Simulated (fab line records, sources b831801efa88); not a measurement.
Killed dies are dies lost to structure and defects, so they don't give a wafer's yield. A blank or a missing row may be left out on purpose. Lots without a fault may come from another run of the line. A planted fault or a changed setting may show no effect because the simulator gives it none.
Problem report in the 8D (eight disciplines) form, filled by code | flow sky130 | the parts of the form that need people (team, actions taken, sign-off) are left out

1. THE PROBLEM
heater_power_total_W at SKY_METAL5_SOFTBAKE_10 reads a mean of 59.12 W on 6 wafers of 2 lots; wafers without a fault read 56.60 W with a standard deviation of 0.045. That is +56 standard deviations from the usual mean.
The step: time 60 s.
First seen on wafer L272.1, day 47 12:45, on litho_track-04. The record holds 39 wafers of 13 lots with a number at this step. Rule for "out", or "out of limits": more than 4 standard deviations from the usual mean. The other wafers with a number count as sound.

2. WHAT IT IS AND WHAT IT IS NOT
question                    | is                                 | is not
which readings at this step | heater_power_total_W, plate_temp_C | resist_line_temp_C
which lots                  | L272, L273                         | L261, L263, L264, L265, L266, L269, L271, L277, L278, L280, L281
which wafers of those lots  | all that have a number             | -
read on which tools         | litho_track-04                     | litho_track-01, litho_track-02
when                        | from day 47 12:45                  | up to then (21 sound wafers); but 12 sound wafers of L277, L278, L280, L281 came after

3. SUSPECTS, AND WHAT RULES EACH OUT
Counting: a tool at a process step up to the reading stays a suspect if it ran every lot that is out and no sound lot after the first of them.
- litho_track-04 at SKY_METAL5_SOFTBAKE_10 (time 60 s): kept. It ran every lot that is out, first L272 (day 47 12:45), and no sound lot after that; its last sound lot up to then is L269 (day 47 09:06). Its own readings are out on those wafers: heater_power_total_W, plate_temp_C.
Left after counting: litho_track-04 at SKY_METAL5_SOFTBAKE_10.

4. THE CAUSE (what the simulator had put in)
Process parameter drift: litho_track-04, from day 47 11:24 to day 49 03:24, at SKY_METAL5_SOFTBAKE_10. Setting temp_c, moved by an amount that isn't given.
Counting left only this tool.

5. THE CHAIN OF EFFECTS, in route order
Each row: a reading whose mean over the struck wafers that have a number lies more than 3 standard deviations from the usual. Only readings for which the record gives a usual standard deviation are gone through. hours: the time from each lot's start at the first step in this table that gives one to its start at this step, as a median over the lots. sigmas: the change in usual standard deviations.
hours | step                   | reading              | usual   | on struck wafers | change | sigmas
0     | SKY_METAL5_SOFTBAKE_10 | heater_power_total_W | 56.60 W | 59.12            | +2.52  | +56
0     | SKY_METAL5_SOFTBAKE_10 | plate_temp_C         | 90.02 C | 92.97            | +2.95  | +25
The process steps in it:
- SKY_METAL5_SOFTBAKE_10: time 60 s.

6. WHAT WOULD HAVE CAUGHT IT SOONER
In this record the first reading out of limits was taken at day 47 12:45, 1 hour after the fault began at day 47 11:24.
